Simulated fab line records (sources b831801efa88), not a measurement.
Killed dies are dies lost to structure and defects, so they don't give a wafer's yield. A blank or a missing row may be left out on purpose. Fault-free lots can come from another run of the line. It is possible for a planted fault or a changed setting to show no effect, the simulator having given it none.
One fault seen from 2 desks	flow sky130	what lay behind the numbers comes last; until then each desk has only its own

## METROLOGY DESK
What the gauges read, lot by lot, whatever tool the lot ran on: means of the sampled wafers that have a number. Marked OUT: a lot whose mean sits more than 4 standard deviations from the usual mean, which makes it out of limits; the brackets give that distance.
Columns: A = LI_CONTACT_W_RS at SKY_LI_CONTACT_RS_MEAS_22, usual 0.285 ohm/sq; B = CONTACT_HDPCVD_THK at SKY_CONTACT_THK_MEAS_03, usual 564 nm
lot	first seen here	A	B
L364	day 29 09:41	0.285	564
L365	day 29 14:44	0.282	574
L374	day 32 16:13	0.286	563
L376	day 33 06:53	0.283	556
L377	day 33 16:08	0.282	566
L378	day 34 01:47	0.284	563
L379	day 34 11:21	0.288	567
L380	day 34 17:50	0.277	560
L381	day 35 08:35	0.285	556
L382	day 35 09:34	0.278	568
L384	day 35 16:08	0.287	559
L385	day 36 01:31	0.290	560
L386	day 36 08:59	0.286	571
L387	day 36 18:46	0.288	565
This desk's verdict: no lot among the 14 shows anything out of limits.

## AT THE TOOL OWNER'S DESK: litho-track-01
The tool's own readings at SKY_CONTACT_DEVELOP_13 (develop time 60 s): means of the sampled wafers that have a number, for each lot that ran on this tool. Marked OUT: a lot whose mean sits more than 4 standard deviations from the usual mean, which makes it out of limits; the brackets give that distance.
Columns: A = developer-temp-C at SKY_CONTACT_DEVELOP_13, usual 21.00 C
lot	first seen here	A
L374	day 34 23:00	22.96 (+20) OUT
L376	day 35 13:00	23.10 (+21) OUT
L385	day 38 07:00	20.93
This desk's finding: out of limits on L374, L376; first on L374, day 34 23:00 (developer-temp-C at SKY_CONTACT_DEVELOP_13). L385: within limits.

## PUT TOGETHER
An alarm could have come from the tool owner's desk at day 34 23:00, on L374, L376.
Metrology desk: nothing out of limits seen.
The metrology desk has L374, L376 on record, within its limits.
SKY_CONTACT_DEVELOP_13 was run on litho-track-01 by each of the lots named.

## WHAT THE SIMULATOR HAD INSERTED
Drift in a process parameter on litho-track-01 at SKY_CONTACT_DEVELOP_13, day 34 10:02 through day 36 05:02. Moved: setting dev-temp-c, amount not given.
Lots struck among those shown: L374, L376.
Each desk's first reading out of limits, in hours after the fault started: the tool owner's desk, 13.
